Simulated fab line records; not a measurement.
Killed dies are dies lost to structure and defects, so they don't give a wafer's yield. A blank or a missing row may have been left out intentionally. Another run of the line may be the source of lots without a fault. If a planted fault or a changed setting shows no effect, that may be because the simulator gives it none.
A lot that was struck, set against a sound lot | flow sky130 | 15 steps out of a route of 708
Sound: the wafers L576.1, L576.4, L576.5. The struck wafers were L586.2, L586.4, L586.6. Last of all comes the cause.
For every step that has rows: the tool of each side, followed by ch and its chambers, followed by its first start. Under that, the readings that differ: sound wafers | struck wafers | difference of the means | sigmas: that difference in standard deviations of wafers without a fault.
alike: readings whose means differ by less than 2 such deviations, and words and numbers that are the same on both sides. not compared: withheld readings, readings that some wafer has no value for, bounds like >300 that may hide the same value, and numbers for which the record gives no deviation and whose values overlap.
A row with sigmas, a row that says differs or no value, or rows on one side alone: a step with any of these is where the two part. When numbers do not overlap yet have no deviation, they are printed without sigmas and do not part them. Lack of a reading on every wafer of one side parts them only where that side has two or more wafers.

first, 6 steps without rows for these wafers: SKY_GATE_OXIDE_HMDS_04 (prime time 60 s); SKY_GATE_OXIDE_COAT_05 (resist thk 1140 nm); SKY_GATE_OXIDE_SOFTBAKE_06 (time 60 s); SKY_GATE_OXIDE_EXPOSE_07 (exposes mask LVOM, target cd 600 nm); SKY_GATE_OXIDE_PEB_08; SKY_GATE_OXIDE_DEVELOP_09 (develop time 60 s).
SKY_GATE_OXIDE_OVL_MEAS_10:
  sound: overlay-02 at day 14 04:27; struck: overlay-02 at day 20 10:13
  alike: GATE_OXIDE_OVL
then, 2 steps without rows for these wafers: SKY_GATE_OXIDE_IMPLANT_11; SKY_GATE_OXIDE_WET_ETCH_12 (etches SiO2 in dHF, target depth 16.8 nm, time 336 s).
SKY_GATE_OXIDE_STRIP_13: strips in O2/N2.
  sound on plasma asher-02 ch 0,1, day 14 04:44; struck on plasma asher-03 ch 0, day 20 10:35
  alike: drypump motor current A, oes product au, strip time to endpoint s
  not compared: rf hours counter h
SKY_GATE_OXIDE_TW_MEAS_14:
  sound: film metro-02 at day 14 04:50; struck: film metro-02 at day 20 10:42
  alike: GATE_OXIDE_TW
then, 1 step without rows for these wafers: SKY_GATE_OXIDE_CLEAN_15 (cleans in SC1/SC2, time 150 s).
SKY_GATE_OXIDE_OXIDATION_16: stabilise 600 s, purge 300 s, target thk 3.57 nm.
  sound on furnace-02 ch 0, day 14 04:57; struck on furnace-01 ch 0, day 20 15:37
  reading            | sound             | struck            | difference | sigmas
  spike tc top C (C) | 811.7 813.1 812.1 | 819.2 817.3 816.1 | +5.2       | +3
  alike: ox temp c, ramp down c per min, spike tc bottom C, tube_center_temp_C_max, zone power bottom pct
then, 1 step without rows for these wafers: SKY_POLY_GATE_CVD_00 (deposits poly-Si, target thk 180 nm, time 720 s).
-- the record jumps here: 30 days lie between the struck wafers' starts before and after (it left off in module POLY_GATE and takes up again in module PAD_OPEN, whose first step shown is number 708 of the route) --
SKY_PAD_OPEN_PROBE_99:
  sound: prober-02 at day 46 10:37; struck: prober-02 at day 50 06:40
  reading                                | sound                         | struck                        | difference | sigmas
  model.etest.pfet_01v8.r on ohm um      | 2849 2821 2839                | 3816 3846 3542                | +898       |
  model.etest.nfet_16v.r on ohm um       | 1.403e+04 1.398e+04 1.42e+04  | 1.478e+04 1.481e+04 1.436e+04 | +5.800e+02 |
  model.etest.pfet_16v.r on ohm um       | 1.531e+04 1.484e+04 1.502e+04 | 1.572e+04 1.605e+04 1.55e+04  | +7.000e+02 |
  model.etest.nfet_01v8.r on ohm um      | 823.1 806.8 815.8             | 1300 1270 1127                | +417       |
  model.etest.tip sonos.rs ohm sq        | 2677 2700 2718                | 3096 3080 2857                | +313       |
  model.etest.pfet g5v0d10v5.r on ohm um | 4755 4634 4769                | 5190 5213 5018                | +421       |
  model.etest.tip p.rs ohm sq            | 6738 6747 6807                | 7137 7161 7085                | +364       |
  model.etest.nfet_01v8_lvt.drive ua um  | 579.2 580.3 581.1             | 339.3 342.6 397               | -220.6     |
  alike: killed_at_M0_to_M3, killed_at_M4_up, killed at contacts, killed at front end, killed at other, killed dies, killed open, killed short

WHERE THEY PART
Only at SKY_GATE_OXIDE_OXIDATION_16, as far as this record shows. Later steps at which nothing parts them and some readings are alike: SKY_PAD_OPEN_PROBE_99.

WHY: what the simulator had put in
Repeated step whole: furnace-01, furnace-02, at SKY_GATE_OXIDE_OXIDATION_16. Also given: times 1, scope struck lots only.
